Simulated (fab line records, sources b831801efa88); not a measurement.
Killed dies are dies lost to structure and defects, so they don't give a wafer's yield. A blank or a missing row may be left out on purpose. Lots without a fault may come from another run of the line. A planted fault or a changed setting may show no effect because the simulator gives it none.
fab line records | flow sky130
record lots=6 wafers=18 last_day=50
route steps=708 shown LI_CONTACT@369 LOCAL_INTERCONNECT@387 CONTACT@406 PAD_OPEN@708
lots that met no fault: from a run of the same line without faults
start_h: hours from the record's first day to the start of the lot's first wafer shown | wait_h: hours since the lot's step before | " the same as in the row above | L1.1+2: a row that stands for several wafers | - no value, or no start given | * or withheld: withheld | < > ~ a bound
route shown NAME@n: a module of which the file shows steps, and the number in the route of the first | usual: mean/standard deviation of fault-free wafers | same: alike in all rows | chamber/n: place in a boat | sites: the reading at each site | _std_site: their standard deviation | _edge_site: outer sites' mean less inner sites' | radius_mm: how far each site lies from the wafer's centre | mask NAME#n: copy n | behind: the tool/chamber that last shaped the wafer | hold: why the lot was held/for how many hours/how that ended | device: the transistor (n, p or np) that didn't switch | end of line: the same wafers' tests at the end of the route | a step without rows: its recipe alone | killed: dies lost to structure and defects at the first sort, not the wafer's yield | map: a wafer's dies, x killed, . not, _ none there
set.NAME: the setting as run; set.NAME@STEP: as run at that earlier step | model.NAME: the simulator's own value behind a step, which no gauge read
lots at some steps of the route; a table a step, a row a wafer
services: from which hour (start_h, from the record's first day; less than 0 if before it) a tool's chamber was out of use, for how many hours, and why
## steps
# step SKY_LI_CONTACT_COAT_07
# recipe resist=KrF-thick spin_rpm=3000 resist_thk_nm=450
# step SKY_LI_CONTACT_SOFTBAKE_08
# recipe temp_c=100 time_s=90 resist=KrF-thick
# step SKY_LI_CONTACT_EXPOSE_09
# recipe mask_id=LICM1 na=0.8 source_shape=annular sigma_inner=0.55 sigma_outer=0.85 target_cd_nm=170 dose_mj=38
# step SKY_LI_CONTACT_PEB_10
# recipe peb_temp_c=withheld peb_time_s=withheld resist=KrF-thick
# step SKY_LI_CONTACT_DEVELOP_11
# recipe develop_time_s=60 resist=KrF-thick dev_temp_c=21
# step SKY_LI_CONTACT_CD_MEAS_12
# recipe target_cd_nm=170
# usual cd_nm=170.0/1.3
# columns lot.wafer tool chamber start_h wait_h cd_nm
L912.1 cd_sem-01 - 704.71 - 168.3
L912.2 " - " " 170.3
L912.4 " - " " 169.1
L914.2 cd_sem-02 - 723.39 - 168.7
L914.4 " - " " 170.0
L914.6 " - " " 170.6
L924.3 cd_sem-02 - 806.75 - 170.4
L924.4 " - " " 168.6
L924.6 " - " " 170.8
L927.2 cd_sem-02 - 827.53 - 168.8
L927.4 " - " " 168.8
L927.6 " - " " 169.8
L928.1 cd_sem-02 - 828.97 - 169.7
L928.2 " - " " 170.0
L928.5 " - " " 169.7
L931.2 cd_sem-01 - 857.89 - 171.9
L931.3 " - " " 169.2
L931.5 " - " " 170.3
# step SKY_LI_CONTACT_OVL_MEAS_13
# usual LI_CONTACT_OVL=-1/6
# columns lot.wafer tool chamber start_h wait_h LI_CONTACT_OVL[nm]
L912.1 overlay-02 - 704.83 0.1 -6
L912.2 " - " " 3
L912.4 " - " " 0
L914.2 overlay-02 - 723.49 0.1 13
L914.4 " - " " 11
L914.6 " - " " 13
L924.3 overlay-02 - 806.85 0.1 -6
L924.4 " - " " -10
L924.6 " - " " -12
L927.2 overlay-02 - 827.64 0.1 0
L927.4 " - " " -3
L927.6 " - " " -1
L928.1 overlay-02 - 829.09 0.1 3
L928.2 " - " " -1
L928.5 " - " " 10
L931.2 overlay-02 - 857.99 0.1 -2
L931.3 " - " " 4
L931.5 " - " " 3
# step SKY_LI_CONTACT_ETCH_14
# recipe chemistry=N2/H2 target=BARC ion_energy_ev=200 source_w=500 bias_w=100 pressure_mtorr=30 n2_flow_sccm=100 h2_flow_sccm=200 stop_on=SiO2 time_s=45.9 target_depth_a=600
# step SKY_LI_CONTACT_ETCH_15
# recipe target=PSG chemistry=C4F8/O2/Ar stop_on=Si taper_deg=4.15 mask_material=KrF-thick source_w=1500 bias_w=1200 pressure_mtorr=40 c4f8_flow_sccm=withheld O2_flow_sccm=6 Ar_flow_sccm=300 time_s=withheld target_depth_a=6000
# usual oes_product_au=0.837/0.0045
# columns lot.wafer tool chamber start_h wait_h oes_product_au
L912.1 rie_diel-01 0 704.91 0.0 0.836
L912.2 " 3 " " 0.843
L912.4 " 1 " " 0.836
L914.2 rie_diel-04 1 723.57 0.0 0.831
L914.4 " 0 " " 0.841
L914.6 " 3 " " 0.837
L924.3 rie_diel-02 1 806.91 0.0 0.833
L924.4 " 0 " " 0.836
L924.6 " 0 " " 0.831
L927.2 rie_diel-02 2 827.71 0.0 0.833
L927.4 " 1 " " 0.839
L927.6 " 0 " " 0.834
L928.1 rie_diel-04 0 829.17 0.0 0.838
L928.2 " 3 " " 0.845
L928.5 " 1 " " 0.837
L931.2 rie_diel-02 1 858.07 0.0 0.843
L931.3 " 0 " " 0.839
L931.5 " 0 " " 0.830
# step SKY_LI_CONTACT_STRIP_16
# recipe chemistry=O2/N2 power_w=1400 pressure_mtorr=1500 platen_temp_c=withheld o2_flow_sccm=3000 n2_flow_sccm=300 overash_fraction=0.5
# usual drypump_motor_current_A=5.8/0.37 oes_product_au=0.375/0.0046 strip_time_to_endpoint_s=3.49/0.034
# columns lot.wafer tool chamber start_h wait_h drypump_motor_current_A oes_product_au rf_hours_counter_h strip_time_to_endpoint_s
L912.1 plasma_asher-04 0 705.00 - 6.1 0.370 91 3.48
L912.2 " 1 " " 6.0 0.370 91 3.47
L912.4 " 1 " " 6.0 0.379 - 3.49
L914.2 plasma_asher-04 1 723.65 - 6.1 0.375 93 3.52
L914.4 " 0 " " 6.1 0.372 - 3.50
L914.6 " 1 " " 6.1 0.375 - 3.49
L924.3 plasma_asher-03 1 807.03 - 5.9 0.379 - 3.45
L924.4 " 0 " " 5.6 0.376 - 3.43
L924.6 " 1 " " 6.0 0.372 - 3.41
L927.2 plasma_asher-03 0 827.80 - 5.6 0.373 99 3.50
L927.4 " 1 " " 6.0 0.367 - 3.46
L927.6 " 1 " " 5.9 0.382 - 3.48
L928.1 plasma_asher-03 1 829.25 - 5.9 0.377 99 3.49
L928.2 " 0 " " 5.6 0.371 99 3.51
L928.5 " 1 " " 5.9 0.383 - 3.51
L931.2 plasma_asher-03 0 858.15 - 5.5 0.374 101 3.48
L931.3 " 0 " " 5.6 0.378 - 3.48
L931.5 " 1 " " 6.0 0.370 - 3.49
# step SKY_LI_CONTACT_CLEAN_17
# recipe chemistry=NMP time_s=600 temp_c=60 dry=n2_spin
# step SKY_LI_CONTACT_PRE_CLEAN_18
# recipe gas=Ar time_s=5.6 bias_v=358
# step SKY_LI_CONTACT_SPUTTER_19
# recipe material=Ti target_thk_nm=20 chamber_pressure_pa=5 power_w=2500 substrate_temp_c=200 time_s=106.37
# usual throttle_valve_pct=29.8/1.2
# columns lot.wafer tool chamber start_h wait_h throttle_valve_pct
L912.1 pvd_sputter-01 - 705.31 0.0 28.1
L912.2 " - " " 29.3
L912.4 " - " " 31.4
L914.2 pvd_sputter-01 - 723.95 0.0 28.1
L914.4 " - " " 31.5
L914.6 " - " " 29.3
L924.3 pvd_sputter-01 - 807.29 0.0 31.4
L924.4 " - " " 29.3
L924.6 " - " " 29.2
L927.2 pvd_sputter-04 - 828.09 0.0 31.9
L927.4 " - " " 29.2
L927.6 " - " " 30.3
L928.1 pvd_sputter-04 - 829.56 0.0 31.7
L928.2 " - " " 30.2
L928.5 " - " " 30.0
L931.2 pvd_sputter-03 - 858.45 0.0 31.9
L931.3 " - " " 30.0
L931.5 " - " " 31.8
# step SKY_LI_CONTACT_SPUTTER_20
# recipe material=TiN target_thk_nm=20 chamber_pressure_pa=5 power_w=4000 time_s=80
# step SKY_LI_CONTACT_CVD_21
# recipe material=W target_thk_nm=400 time_s=120.56 temp_c=400 pressure_torr=40
# step SKY_LI_CONTACT_RS_MEAS_22
# recipe thk_meas_gauge=four-point-probe reads=W_of_LI_CONTACT_CVD_21+TiN_of_LI_CONTACT_SPUTTER_20+Ti_of_LI_CONTACT_SPUTTER_19
# usual LI_CONTACT_W_RS=0.285/0.0033
# columns lot.wafer tool chamber start_h wait_h LI_CONTACT_W_RS[ohm/sq]
L912.1 film_metro-01 - 705.57 0.1 0.282
L912.2 " - " " 0.280
L912.4 " - " " 0.280
L914.2 film_metro-01 - 724.23 0.1 0.284
L914.4 " - " " 0.284
L914.6 " - " " 0.287
L924.3 film_metro-03 - 807.59 0.1 0.284
L924.4 " - " " 0.281
L924.6 " - " " 0.288
L927.2 film_metro-03 - 828.37 0.1 0.289
L927.4 " - " " 0.279
L927.6 " - " " 0.282
L928.1 film_metro-03 - 829.82 0.1 0.289
L928.2 " - " " 0.282
L928.5 " - " " 0.286
L931.2 film_metro-02 - 858.73 0.1 0.291
L931.3 " - " " 0.290
L931.5 " - " " 0.289
# step SKY_LI_CONTACT_THK_MEAS_23
# recipe thk_meas_gauge=xrf reads=W_of_LI_CONTACT_CVD_21
# usual LI_CONTACT_W_THK=409/6.6
# columns lot.wafer tool chamber start_h wait_h LI_CONTACT_W_THK[nm]
L912.1 film_metro-01 - 705.69 0.1 413
L912.2 " - " " 415
L912.4 " - " " 422
L914.2 film_metro-01 - 724.34 0.1 413
L914.4 " - " " 407
L914.6 " - " " 404
L924.3 film_metro-03 - 807.69 0.1 407
L924.4 " - " " 413
L924.6 " - " " 405
L927.2 film_metro-03 - 828.48 0.1 403
L927.4 " - " " 419
L927.6 " - " " 412
L928.1 film_metro-03 - 829.94 0.1 402
L928.2 " - " " 413
L928.5 " - " " 408
L931.2 film_metro-02 - 858.84 0.1 400
L931.3 " - " " 407
L931.5 " - " " 406
# step SKY_LI_CONTACT_CMP_24
# recipe stop_on=PSG t_overpolish_s=20 down_force_psi=3.5 platen_rpm=60 target_thk_nm=0 pad_velocity_m_s=0.94248
# step SKY_LOCAL_INTERCONNECT_SPUTTER_00
# recipe material=TiN target_thk_nm=100 temp_c=300 power_w=6500 time_s=83.3 chamber_pressure_pa=0.4
# step SKY_LOCAL_INTERCONNECT_RS_MEAS_01
# recipe thk_meas_gauge=four-point-probe reads=TiN_of_LOCAL_INTERCONNECT_SPUTTER_00
# usual LOCAL_INTERCONNECT_TIN_RS=14.24/0.17
# columns lot.wafer tool chamber start_h wait_h LOCAL_INTERCONNECT_TIN_RS[ohm/sq]
L912.1 film_metro-01 - 706.11 0.0 14.18
L912.2 " - " " 14.28
L912.4 " - " " 14.43
L914.2 film_metro-04 - 724.77 0.1 14.05
L914.4 " - " " 14.05
L914.6 " - " " 14.03
L924.3 film_metro-04 - 808.19 0.1 14.35
L924.4 " - " " 14.02
L924.6 " - " " 13.99
L927.2 film_metro-04 - 828.92 0.1 14.28
L927.4 " - " " 14.19
L927.6 " - " " 14.14
L928.1 film_metro-02 - 830.37 0.0 14.33
L928.2 " - " " 14.31
L928.5 " - " " 14.35
L931.2 film_metro-02 - 859.27 0.1 14.07
L931.3 " - " " 14.07
L931.5 " - " " 13.96
# step SKY_LOCAL_INTERCONNECT_THK_MEAS_02
# recipe thk_meas_gauge=xrf reads=TiN_of_LOCAL_INTERCONNECT_SPUTTER_00
# usual LOCAL_INTERCONNECT_TIN_THK=101.2/1.3
# columns lot.wafer tool chamber start_h wait_h LOCAL_INTERCONNECT_TIN_THK[nm]
L912.1 film_metro-01 - 706.23 0.1 100.3
L912.2 " - " " 100.2
L912.4 " - " " 98.7
L914.2 film_metro-04 - 724.88 0.1 102.7
L914.4 " - " " 103.1
L914.6 " - " " 102.8
L924.3 film_metro-04 - 808.29 0.1 100.6
L924.4 " - " " 102.6
L924.6 " - " " 102.3
L927.2 film_metro-04 - 829.03 0.1 101.2
L927.4 " - " " 101.6
L927.6 " - " " 101.7
L928.1 film_metro-02 - 830.49 0.1 101.0
L928.2 " - " " 100.7
L928.5 " - " " 101.2
L931.2 film_metro-02 - 859.38 0.1 102.8
L931.3 " - " " 102.2
L931.5 " - " " 103.1
# step SKY_LOCAL_INTERCONNECT_DEHYDRATE_03
# recipe temp_c=200 time_s=60
# step SKY_LOCAL_INTERCONNECT_HMDS_04
# recipe prime_time_s=60 prime_temp_c=120
# step SKY_LOCAL_INTERCONNECT_COAT_05
# recipe resist=BARC temp_c=withheld time_s=withheld spin_rpm=3000 resist_thk_nm=60
# step SKY_LOCAL_INTERCONNECT_COAT_06
# recipe resist=KrF-thick spin_rpm=3000 resist_thk_nm=450
# step SKY_LOCAL_INTERCONNECT_SOFTBAKE_07
# recipe temp_c=100 time_s=90 resist=KrF-thick
# step SKY_LOCAL_INTERCONNECT_EXPOSE_08
# recipe mask_id=LI1M na=0.8 source_shape=annular sigma_inner=0.55 sigma_outer=0.85 target_cd_nm=170 dose_mj=28.54
# step SKY_LOCAL_INTERCONNECT_PEB_09
# recipe peb_temp_c=withheld peb_time_s=withheld resist=KrF-thick
# step SKY_LOCAL_INTERCONNECT_DEVELOP_10
# recipe develop_time_s=60 resist=KrF-thick dev_temp_c=21
# step SKY_LOCAL_INTERCONNECT_CD_MEAS_11
# recipe target_cd_nm=170
# usual cd_nm=170.2/1.5
# columns lot.wafer tool chamber start_h wait_h cd_nm
L912.1 cd_sem-01 - 734.87 - 170.3
L912.2 " - " " 169.0
L912.4 " - " " 171.0
L914.2 cd_sem-02 - 753.04 - 170.1
L914.4 " - " " 170.3
L914.6 " - " " 169.9
L924.3 cd_sem-02 - 834.65 - 168.0
L924.4 " - " " 169.1
L924.6 " - " " 168.3
L927.2 cd_sem-01 - 855.33 - 172.7
L927.4 " - " " 171.4
L927.6 " - " " 170.8
L928.1 cd_sem-01 - 856.73 - 170.3
L928.2 " - " " 171.4
L928.5 " - " " 170.1
L931.2 cd_sem-01 - 885.11 - 170.1
L931.3 " - " " 171.1
L931.5 " - " " 172.6
# step SKY_LOCAL_INTERCONNECT_OVL_MEAS_12
# usual LOCAL_INTERCONNECT_OVL=-1/5
# columns lot.wafer tool chamber start_h wait_h LOCAL_INTERCONNECT_OVL[nm]
L912.1 overlay-02 - 734.99 0.1 7
L912.2 " - " " 6
L912.4 " - " " -1
L914.2 overlay-01 - 753.14 0.1 -2
L914.4 " - " " -1
L914.6 " - " " -3
L924.3 overlay-02 - 834.75 0.1 3
L924.4 " - " " -2
L924.6 " - " " -3
L927.2 overlay-01 - 855.44 0.1 -6
L927.4 " - " " -7
L927.6 " - " " -4
L928.1 overlay-01 - 856.85 0.1 1
L928.2 " - " " 0
L928.5 " - " " -4
L931.2 overlay-02 - 885.21 0.1 -9
L931.3 " - " " -3
L931.5 " - " " -8
# step SKY_LOCAL_INTERCONNECT_ETCH_13
# recipe chemistry=N2/H2 target=BARC ion_energy_ev=200 bias_w=100 pressure_mtorr=30 n2_flow_sccm=100 h2_flow_sccm=200 icp_w=500 stop_on=SiO2 time_s=45.9 target_depth_a=600
# usual drypump_motor_current_A=5.8/0.42 oes_product_au=0.854/0.0046 throttle_valve_pct=13.225/0.0095
# columns lot.wafer tool chamber start_h wait_h drypump_motor_current_A oes_product_au rf_hours_counter_h throttle_valve_pct
L912.1 rie_metal-04 1 735.02 0.0 5.6 0.850 3 13.236
L912.2 " 0 " " 6.1 0.858 1 13.240
L912.4 " 1 " " 5.6 0.853 - 13.221
L914.2 rie_metal-02 0 753.19 0.0 5.4 0.856 - 13.232
L914.4 " 0 " " 5.4 0.862 - 13.232
L914.6 " 0 " " 5.4 0.855 - 13.222
L924.3 rie_metal-02 0 834.79 0.0 5.4 0.852 - 13.243
L924.4 " 1 " " 6.2 0.849 - 13.220
L924.6 " 0 " " 5.4 0.852 - 13.236
L927.2 rie_metal-02 0 855.47 0.0 5.4 0.846 7 13.223
L927.4 " 1 " " 6.2 0.852 - 13.230
L927.6 " 1 " " 6.2 0.850 - 13.213
L928.1 rie_metal-04 0 856.89 0.0 6.1 0.858 6 13.218
L928.2 " 1 " " 5.6 0.852 8 13.235
L928.5 " 0 " " 6.1 0.852 - 13.230
L931.2 rie_metal-01 1 885.24 0.0 5.4 0.854 12 13.224
L931.3 " 0 " " 6.6 0.869 - 13.223
L931.5 " 0 " " 6.6 0.861 - 13.234
# step SKY_LOCAL_INTERCONNECT_METAL_ETCH_14
# recipe target_depth_nm=110 stop_on=PSG chemistry=Cl2/BCl3 target=TiN resist_sidewall_deg=88 pressure_mtorr=10 icp_w=900 bias_w=48.5 Cl2_flow_sccm=60 bcl3_flow_sccm=30 time_s=31.4
# step SKY_LOCAL_INTERCONNECT_STRIP_15
# recipe chemistry=O2/N2 power_w=1400 pressure_mtorr=1500 platen_temp_c=withheld o2_flow_sccm=3000 n2_flow_sccm=300 overash_fraction=0.5
# usual drypump_motor_current_A=5.86/0.3 oes_product_au=0.427/0.0047 strip_time_to_endpoint_s=4.724/0.023
# columns lot.wafer tool chamber start_h wait_h drypump_motor_current_A oes_product_au rf_hours_counter_h strip_time_to_endpoint_s
L912.1 plasma_asher-03 0 735.14 0.0 5.55 0.427 90 4.737
L912.2 " 1 " " 5.96 0.427 90 4.744
L912.4 " 1 " " 5.94 0.420 - 4.713
L914.2 plasma_asher-04 0 753.40 0.1 6.11 0.429 1 4.684
L914.4 " 1 " " 6.02 0.430 - 4.697
L914.6 " 1 " " 6.01 0.415 - 4.687
L924.3 plasma_asher-01 0 834.92 0.1 6.26 0.424 - 4.700
L924.4 " 1 " " 5.43 0.424 - 4.713
L924.6 " 0 " " 6.25 0.424 - 4.715
L927.2 plasma_asher-01 0 855.62 0.0 6.26 0.422 77 4.729
L927.4 " 0 " " 6.29 0.439 - 4.722
L927.6 " 0 " " 6.27 0.428 - 4.709
L928.1 plasma_asher-03 0 857.00 0.0 5.55 0.426 101 4.777
L928.2 " 1 " " 5.94 0.429 101 4.747
L928.5 " 1 " " 5.93 0.427 - 4.777
L931.2 plasma_asher-04 0 885.36 0.0 6.11 0.430 12 4.742
L931.3 " 1 " " 6.05 0.430 - 4.709
L931.5 " 1 " " 6.05 0.433 - 4.725
# step SKY_LOCAL_INTERCONNECT_STRIP_16
# recipe chemistry=post_etch_residue_remover time_s=1200 temp_c=72.5
# step SKY_LOCAL_INTERCONNECT_CLEAN_17
# recipe chemistry=IPA time_s=180 temp_c=25
# step SKY_LOCAL_INTERCONNECT_CLEAN_18
# recipe chemistry=O3/DIW dry=n2_spin
# step SKY_CONTACT_CVD_00
# recipe material=Si3N4 target_thk_nm=75 temp_c=400 time_s=withheld rf_w=450
# usual heater_power_w=720/79 susceptor_temp_C=400.04/0.21
# columns lot.wafer tool chamber start_h wait_h heater_power_w susceptor_temp_C
L912.1 pecvd-04 2 735.74 0.0 633 400.19
L912.2 " 0 " " 639 400.00
L912.4 " 2 " " 650 400.09
L914.2 pecvd-04 1 754.03 0.0 755 399.65
L914.4 " 2 " " 675 400.28
L914.6 " 1 " " 737 400.07
L924.3 pecvd-04 1 835.48 0.0 842 399.69
L924.4 " 1 " " 644 399.92
L924.6 " 0 " " 594 400.28
L927.2 pecvd-03 0 856.21 0.0 892 399.64
L927.4 " 0 " " 704 399.98
L927.6 " 1 " " 607 400.04
L928.1 pecvd-04 1 857.60 0.0 779 400.40
L928.2 " 0 " " 589 400.16
L928.5 " 2 " " 636 400.05
L931.2 pecvd-01 1 885.99 0.0 745 399.78
L931.3 " 0 " " 788 400.00
L931.5 " 1 " " 760 399.74
# step SKY_CONTACT_THK_MEAS_01
# recipe reads=Si3N4_of_CONTACT_CVD_00
# usual CONTACT_CVD_00_THK=75.1/0.88
# columns lot.wafer tool chamber start_h wait_h CONTACT_CVD_00_THK[nm]
L912.1 film_metro-02 - 735.78 - 75.1
L912.2 " - " " 74.1
L912.4 " - " " 76.0
L914.2 film_metro-03 - 754.08 - 74.8
L914.4 " - " " 75.8
L914.6 " - " " 75.5
L924.3 film_metro-03 - 835.53 - 74.2
L924.4 " - " " 75.6
L924.6 " - " " 75.9
L927.2 film_metro-04 - 856.26 - 74.4
L927.4 " - " " 74.7
L927.6 " - " " 74.7
L928.1 film_metro-02 - 857.63 - 73.2
L928.2 " - " " 73.4
L928.5 " - " " 75.4
L931.2 film_metro-04 - 886.03 - 75.3
L931.3 " - " " 74.5
L931.5 " - " " 75.6
# step SKY_CONTACT_HDPCVD_02
# recipe material=SiO2 target_thk_nm=565 sigma_open_frac=0.3 time_s=94.2 temp_c=600 sih4_flow_sccm=60 pressure_mtorr=6
# step SKY_CONTACT_THK_MEAS_03
# recipe reads=SiO2_of_CONTACT_HDPCVD_02
# usual CONTACT_HDPCVD_THK=564/6.4
# columns lot.wafer tool chamber start_h wait_h CONTACT_HDPCVD_THK[nm]
L912.1 film_metro-03 - 735.91 0.0 579
L912.2 " - " " 563
L912.4 " - " " 565
L914.2 film_metro-02 - 754.24 0.1 573
L914.4 " - " " 569
L914.6 " - " " 577
L924.3 film_metro-04 - 835.66 0.1 552
L924.4 " - " " 561
L924.6 " - " " 567
L927.2 film_metro-02 - 856.39 0.0 563
L927.4 " - " " 570
L927.6 " - " " 566
L928.1 film_metro-04 - 857.76 0.0 575
L928.2 " - " " 555
L928.5 " - " " 564
L931.2 film_metro-02 - 886.16 0.0 566
L931.3 " - " " 560
L931.5 " - " " 567
# step SKY_CONTACT_CMP_04
# recipe material=SiO2 down_force_psi=4 platen_rpm=60 pad_velocity_m_s=0.94248
# step SKY_PAD_OPEN_PROBE_99
# usual killed_at_M0_to_M3=43/5.9 killed_at_M4_up=2.9/1.5 killed_at_contacts=24/5 killed_at_front_end=15/4.8 killed_at_other=0.2/0.5 killed_dies=86/9.3 killed_on_rim=17/4.1 killed_open=47/7.1 killed_short=38/6.3
# same gross_dies=492 killed_at_back_side=0
# columns lot.wafer tool chamber start_h wait_h killed_at_M0_to_M3 killed_at_M4_up killed_at_contacts killed_at_front_end killed_at_other killed_dies killed_on_rim killed_open killed_short
L912.1 prober-02 - 1098.68 0.1 55 0 57 11 0 123 26 57 32
L912.2 prober-02 - 1098.73 0.1 55 4 30 8 0 97 20 57 40
L912.4 prober-02 - 1098.83 0.2 49 5 22 10 0 86 10 46 40
L914.2 prober-02 - 1112.75 0.1 36 7 54 32 1 130 30 45 49
L914.4 prober-02 - 1112.85 0.2 48 3 22 21 0 94 18 49 45
L914.6 prober-02 - 1112.95 0.2 47 2 23 22 1 95 23 65 30
L924.3 prober-02 - 1172.19 0.2 36 3 25 13 0 77 14 41 36
L924.4 prober-02 - 1172.24 0.2 43 4 30 15 0 92 9 54 38
L924.6 prober-02 - 1172.34 0.2 43 3 21 12 2 81 11 38 43
L927.2 prober-02 - 1189.04 0.1 41 4 23 10 0 78 7 41 37
L927.4 prober-02 - 1189.14 0.2 43 1 33 18 2 97 22 57 40
L927.6 prober-02 - 1189.24 0.2 42 4 28 11 0 85 14 48 37
# killed by level:class
L912.1 LI_CONTACT:unspecified=34 VIA1:geometric_particle:open=13 VIA3:geometric_particle:open=10 VIA2:geometric_particle:open=7 LI_CONTACT:geometric_particle:open=7 CONTACT:geometric_particle:open=6 VIA1:geometric_particle:short=6 METAL3:geometric_particle:short=5
L912.2 VIA1:geometric_particle:open=19 CONTACT:geometric_particle:open=10 METAL1:geometric_particle:short=9 VIA1:geometric_particle:short=8 LI_CONTACT:geometric_particle:open=6 VIA3:geometric_particle:open=6 LI_CONTACT:geometric_particle:short=5 POLY_GATE:geometric_particle:open=4
L912.4 VIA1:geometric_particle:open=9 METAL1:geometric_particle:short=8 LI_CONTACT:geometric_particle:open=7 VIA2:geometric_particle:open=7 CONTACT:geometric_particle:open=7 VIA3:geometric_particle:open=6 LOCAL_INTERCONNECT:geometric_particle:short=5 METAL2:geometric_particle:short=5
L914.2 LI_CONTACT:unspecified=36 VIA1:geometric_particle:open=11 FIELD_ISO:geometric_particle:short=9 POLY_GATE:geometric_particle:short=7 VIA3:geometric_particle:open=7 FIELD_ISO:geometric_particle:open=5 POLY_GATE:geometric_particle:open=5 METAL4:geometric_particle:short=5
L914.4 METAL2:geometric_particle:short=15 CONTACT:geometric_particle:short=8 VIA2:geometric_particle:open=8 FIELD_ISO:geometric_particle:open=7 CONTACT:geometric_particle:open=7 VIA3:geometric_particle:open=7 FIELD_ISO:geometric_particle:short=4 LI_CONTACT:geometric_particle:open=4
L914.6 VIA1:geometric_particle:open=14 CONTACT:geometric_particle:open=13 VIA3:geometric_particle:open=10 LI_CONTACT:geometric_particle:open=7 POLY_GATE:geometric_particle:open=6 POLY_GATE:geometric_particle:short=6 METAL1:geometric_particle:short=6 FIELD_ISO:geometric_particle:open=4
L924.3 CONTACT:geometric_particle:open=9 VIA1:geometric_particle:open=7 METAL1:geometric_particle:short=6 VIA2:geometric_particle:open=6 LI_CONTACT:geometric_particle:open=5 LOCAL_INTERCONNECT:geometric_particle:short=5 METAL2:geometric_particle:short=5 POLY_GATE:geometric_particle:short=3
L924.4 LI_CONTACT:geometric_particle:open=11 VIA1:geometric_particle:open=9 METAL2:geometric_particle:short=9 VIA2:geometric_particle:open=9 CONTACT:geometric_particle:open=7 LI_CONTACT:geometric_particle:short=5 VIA2:geometric_particle:short=5 POLY_GATE:geometric_particle:open=4
L924.6 METAL2:geometric_particle:short=9 LOCAL_INTERCONNECT:geometric_particle:short=8 CONTACT:geometric_particle:open=7 VIA1:geometric_particle:open=7 VIA3:geometric_particle:open=7 VIA2:geometric_particle:open=6 VIA2:geometric_particle:short=5 FIELD_ISO:geometric_particle:short=4
L927.2 VIA3:geometric_particle:open=9 CONTACT:geometric_particle:open=7 METAL2:geometric_particle:short=7 VIA2:geometric_particle:open=7 LOCAL_INTERCONNECT:geometric_particle:short=5 VIA1:geometric_particle:short=5 VIA1:geometric_particle:open=5 LI_CONTACT:geometric_particle:short=4
L927.4 VIA1:geometric_particle:open=13 CONTACT:geometric_particle:open=9 VIA3:geometric_particle:open=9 LI_CONTACT:geometric_particle:open=7 CONTACT:geometric_particle:short=7 LOCAL_INTERCONNECT:geometric_particle:short=6 VIA2:geometric_particle:open=6 POLY_GATE:geometric_particle:open=5
L927.6 CONTACT:geometric_particle:open=10 VIA1:geometric_particle:short=9 VIA3:geometric_particle:open=9 VIA1:geometric_particle:open=8 LI_CONTACT:geometric_particle:open=7 LOCAL_INTERCONNECT:geometric_particle:short=5 CONTACT:geometric_particle:short=5 VIA2:geometric_particle:open=5
# map L912.1 (x killed, . not)
__________.x........_________
________.xxx..xx.xx.x._______
______..x.....x.x.xxxxxx_____
_____......x..xx.xxxxxxx.____
____..........x.xxxxxxx.x.___
___.xx......x.....xxxxxxx.x__
__.......x...x....xxx.x.xx.._
_.....x.........x....x.xxx...
_......xx.x..x...............
_...x.xx.x......x...x.x..x.x.
_......x...x.................
_x...x..x...x.......x........
_.x..........x.x........x..x.
_.......x.......xx......x....
_.x..........x..x..x.....x...
__............x.x.......x..._
___.....................x..__
____....xx......x...x....x___
_____x.x..x...x...x.....x____
______.....xx.....x..x.x_____
________xx.........xx._______
__________..x....x.x_________
# map L914.2 (x killed, . not)
__________....x....x_________
________...x...xx....._______
______......xxxx.xxxxxxx_____
_____x...x..x...x.xxxxxxx____
____...x..........xxxxxx.x___
___.......x....x.xxxxxxxx.x__
__xx..x...x.....x..xxxxx...._
_..x..........x.x....x.x.....
_..........x....x....x..x..x.
_..........x.............x...
_............x.x...x.x..x....
_.x....xx........xx..........
_x...........x..........x.x.x
_..x..........x..............
_.x...x..x...x......x.x..x.x.
__x........xx..x......x.x..x_
___.x...x.x....x.x.....x...__
____......xx.xxx.....x..xx___
_____......x....x..xx...x____
______.xx..x......x..x.._____
________.x...x.....x.x_______
__________.....x..x._________
## services
# columns tool chamber start_h hours kind
rie_diel-04 2 682.72 7.4 repair
plasma_asher-03 - 686.33 1.7 repair
plasma_asher-04 - 687.34 9.6 repair
rie_diel-04 3 696.28 7.0 repair
pecvd-03 2 696.28 1.7 repair
rie_metal-01 0 716.46 20.2 repair
rie_metal-04 - 719.19 2.2 repair
rie_metal-02 1 720.67 1.7 repair
pecvd-01 1 733.46 10.8 repair
plasma_asher-04 - 733.75 9.0 pm
plasma_asher-01 - 734.11 4.1 repair
pecvd-04 - 739.45 0.7 repair
pecvd-04 1 746.18 6.9 repair
rie_diel-02 0 747.48 1.2 repair
plasma_asher-04 - 754.96 0.3 repair
rie_diel-04 0 769.87 8.3 repair
rie_diel-02 1 793.00 8.3 repair
plasma_asher-04 - 828.24 15.9 repair
plasma_asher-03 - 829.52 4.3 pm
rie_diel-02 2 843.41 25.8 repair
rie_diel-02 3 848.97 8.6 repair
pvd_sputter-04 - 850.48 5.6 repair
plasma_asher-01 - 853.82 1.0 repair
pvd_sputter-01 - 871.98 6.8 repair
## key
first_sign step=SKY_PAD_OPEN_PROBE_99 reading=killed_at_contacts direction=up sigmas=6.3 usual=24 struck=56
effect step=SKY_PAD_OPEN_PROBE_99 reading=killed_dies direction=up sigmas=4.4 usual=86 struck=126
met_at SKY_LI_CONTACT_SPUTTER_19
struck_wafers L912.1,L914.2
tester_left_out L912,L914
fault kind=chamber_particle_source tool=pvd_sputter-01 chamber=- onset_h=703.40 steps=SKY_LI_CONTACT_SPUTTER_19 rate_per_visit_cm2=0.43366 end_h=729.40 scope=struck_wafers_only
# tester_left_out: of these lots the tester's yield and bins aren't shown, on N5 and GAA mostly nor the transistor test; their killed dies are dies lost to structure and defects alone, not to doping, threshold or leakage, so they don't give the yield
